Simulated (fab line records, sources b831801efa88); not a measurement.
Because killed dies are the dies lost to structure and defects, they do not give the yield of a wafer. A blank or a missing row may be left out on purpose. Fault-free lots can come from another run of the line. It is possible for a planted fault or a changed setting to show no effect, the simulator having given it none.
Which tool did it?    flow sky130    11 lots, 33 wafers sampled, at 3 steps of a route of 708

== WHAT THE GAUGES SHOWED, per wafer ==
SKY_LDD_HVN_OVL_MEAS_07.
lot   measured      on          LDD_HVN_OVL (nm)
L426  day 21 18:34  overlay-02  -1.7 -1.8 -1.7
L433  day 24 14:17  overlay-02  - - -
L432  day 24 09:52  overlay-02  1.4 4.2 2.6
L434  day 24 09:53  overlay-01  - - -
L435  day 25 03:47  overlay-02  - - -
L438  day 26 14:29  overlay-01  0.1 0.1 0.1
L439  day 26 11:19  overlay-01  3.7 3.3 1.8
L440  day 27 00:11  overlay-01  -1.9 0.0 -1.3
L442  day 27 09:44  overlay-02  -1.0 -1.2 0.2
L443  day 27 23:40  overlay-02  1.7 1.2 -1.3
L444  day 28 05:22  overlay-01  1.7 -0.1 0.7

== WHICH TOOL RAN EACH LOT (tool, then ch and the chambers of the sampled wafers, then the start) ==
lot   SKY_SONOS_ONO_STRIP_17                SKY_LDD_HVN_COAT_02
L426  plasma asher-02 ch 0,1, day 13 18:08  litho track-02 ch 0, day 21 02:52
L433  plasma asher-02 ch 0,1, day 16 00:50  litho track-01, day 23 23:45
L432  plasma asher-02 ch 0, day 16 05:56    litho track-02 ch 0, day 23 18:13
L434  plasma asher-03 ch 0,1, day 16 08:23  litho track-01, day 23 18:26
L435  plasma asher-03 ch 0,1, day 16 20:53  litho track-03, day 24 12:59
L438  plasma asher-03 ch 0,1, day 18 06:10  litho track-02 ch 0, day 25 23:04
L439  plasma asher-04 ch 0,1, day 18 11:27  litho track-01 ch 0, day 25 20:29
L440  plasma asher-03 ch 0,1, day 18 21:46  litho track-01 ch 0, day 26 09:39
L442  plasma asher-02 ch 0,1, day 19 11:17  litho track-03 ch 0, day 26 19:07
L443  plasma asher-03 ch 0,1, day 20 04:32  litho track-03 ch 0, day 27 08:55
L444  plasma asher-04 ch 0, day 20 05:45    litho track-01 ch 0, day 27 14:56
- SKY_SONOS_ONO_STRIP_17: strips in O2/N2.
- SKY_LDD_HVN_COAT_02: resist thk 300 nm.

== THE ANSWER, worked out from the rows above alone ==
Rule: usual is defined by the lots themselves. Put in order of their means at a reading, lots are off if they are a third of the lots or fewer, leave a main group of 4 or more, and stand apart from it by a gap of 3 or more times the standard deviation of the main group's means; of several such gaps the widest counts. A main group whose means are all the same, to the digits that the tables above print for the reading, isn't used. Also off: a lot with no number at a reading for which 4 or more lots have one. Where the step has rows for the other lots, those lots are counted as sound.
Off: at SKY_LDD_HVN_OVL_MEAS_07 (LDD_HVN_OVL), L433, L434, L435. Without a number there: L433, L434, L435. Mean 0.5 nm and standard deviation 1.6 in the main group.
A tool fits if, at a process step before that reading, it ran every lot that is off, and no sound lot after the first of them. Gauges at SKY_LDD_HVN_OVL_MEAS_07: tried the same way as those tools. Of those tried, none fits.

== WHAT THE SIMULATOR HAD INSERTED ==
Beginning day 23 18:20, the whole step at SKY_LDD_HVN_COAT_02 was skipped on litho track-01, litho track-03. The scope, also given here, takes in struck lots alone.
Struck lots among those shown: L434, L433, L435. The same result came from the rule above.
